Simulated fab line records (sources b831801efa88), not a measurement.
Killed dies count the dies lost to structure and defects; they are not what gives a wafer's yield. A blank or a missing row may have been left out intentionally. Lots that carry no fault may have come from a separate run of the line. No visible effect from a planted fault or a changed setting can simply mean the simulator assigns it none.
Shared-tool check	flow gf180mcu	Sample size 13 lots and 36 wafers

## WHY THIS WAS OPENED
At GF_V1_THK_MEAS_03 the reading V1_CVD_02_THK is flagged on 2 of 13 lots. Wafers without a fault read 852 nm, standard deviation 13.
Rule: a lot gets a flag if all its wafers with a number sit over 4 standard deviations from that mean, or if no wafer of it has a number. The other lots count as sound.

lot	measured	on	V1_CVD_02_THK (nm), wafer by wafer	flag
L149	day 17 06:16	film metro-01	831 833 865	
L150	day 17 13:23	film metro-02	844 840 845	
L151	day 18 02:36	film metro-04	826 834 852	
L152	day 18 06:59	film metro-02	863 871	
L153	day 18 15:07	film metro-02	838 842 847	
L155	day 20 05:33	film metro-02	832 850 861	
L158	day 21 19:04	film metro-04	862 846 878	
L159	day 22 05:45	film metro-01	854 847	
L160	day 22 18:02	film metro-01	574 576 581	FLAGGED
L161	day 22 18:05	film metro-02	866 843 883	
L162	day 22 19:00	film metro-01	832 855 851	
L164	day 22 23:43	film metro-02	567 565 585	FLAGGED
L170	day 24 20:02	film metro-02	839 850	
The numbers of the flagged lots are 575 nm on average: -277 nm against the usual, or -21 standard deviations.

## EACH LOT AND THE TOOL IT RAN ON
The record holds 2 process steps before the reading, out of a route of 602 steps. Every cell lists first the tool, next ch and the chambers used by the sampled wafers, and last the start.
lot	flag	GF_M1_SPUTTER_01	GF_V1_CVD_02
L149		pvd sputter-04, day 16 07:02	pecvd-02 ch 0,1,2, day 17 06:12
L150		pvd sputter-01, day 16 13:50	pecvd-03 ch 1,2, day 17 13:19
L151		pvd sputter-01, day 17 01:56	pecvd-02 ch 0,1, day 18 02:32
L152		pvd sputter-03, day 17 06:55	pecvd-02 ch 0,2, day 18 06:55
L153		pvd sputter-03, day 17 13:59	pecvd-04 ch 0,1,2, day 18 15:02
L155		pvd sputter-04, day 19 04:01	pecvd-04 ch 0,2, day 20 05:29
L158		pvd sputter-03, day 20 17:52	pecvd-02 ch 1,2, day 21 19:00
L159		pvd sputter-03, day 21 04:20	pecvd-04 ch 1,2, day 22 05:41
L160	FLAGGED	pvd sputter-03, day 21 17:10	pecvd-04 ch 1,2, day 22 17:57
L161		pvd sputter-01, day 21 17:22	pecvd-02 ch 0,2, day 22 18:01
L162		pvd sputter-03, day 21 19:04	pecvd-03 ch 0,2, day 22 18:54
L164	FLAGGED	pvd sputter-03, day 21 23:40	pecvd-04 ch 1,2, day 22 23:39
L170		pvd sputter-04, day 23 21:02	pecvd-03 ch 0,1, day 24 19:58
What the steps here do:
- GF_M1_SPUTTER_01: material TiN, target thk 30 nm, time 25 s.
- GF_V1_CVD_02: deposits SiO2 from TEOS, target thk 850 nm, time 94.851 s.
- GF_V1_THK_MEAS_03

## FLAGGED OVER TOTAL, TOOL BY TOOL (the gauges that took the reading come last)
step	tool	lots run	flagged	share of the flagged lots	sound lots run after its first flagged lot
GF_M1_SPUTTER_01	pvd sputter-01	3	0	none	-
GF_M1_SPUTTER_01	pvd sputter-03	7	2	all	1 (L162)
GF_M1_SPUTTER_01	pvd sputter-04	3	0	none	-
GF_V1_CVD_02	pecvd-02	5	0	none	-
GF_V1_CVD_02	pecvd-03	3	0	none	-
GF_V1_CVD_02	pecvd-04	5	2	all	0
GF_V1_THK_MEAS_03	film metro-01	4	1	some	1 (L162)
GF_V1_THK_MEAS_03	film metro-02	7	1	some	1 (L170)
GF_V1_THK_MEAS_03	film metro-04	2	0	none	-

## WHAT THE TABLE PERMITS
2 rows of the table ran every flagged lot: pvd sputter-03 at GF_M1_SPUTTER_01, pecvd-04 at GF_V1_CVD_02.
- pvd sputter-03 at GF_M1_SPUTTER_01: 2 of its 7 lots flagged. Sound lots ran on it after the first flagged one (L162), which a lasting fault on the whole tool wouldn't allow.
- pecvd-04 at GF_V1_CVD_02: 2 of its 5 lots flagged. It ran its last sound lot, L159, at day 22 05:41 and its first flagged lot, L160, at day 22 17:57: a fault with its onset between the two fits.
One tool is left: pecvd-04 at GF_V1_CVD_02.

## WHAT THE SIMULATOR HAD PUT IN
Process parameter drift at GF_V1_CVD_02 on pecvd-04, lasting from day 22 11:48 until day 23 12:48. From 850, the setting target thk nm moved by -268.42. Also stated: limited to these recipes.
Lots struck among those shown: L160, L164. The rule above found the same.
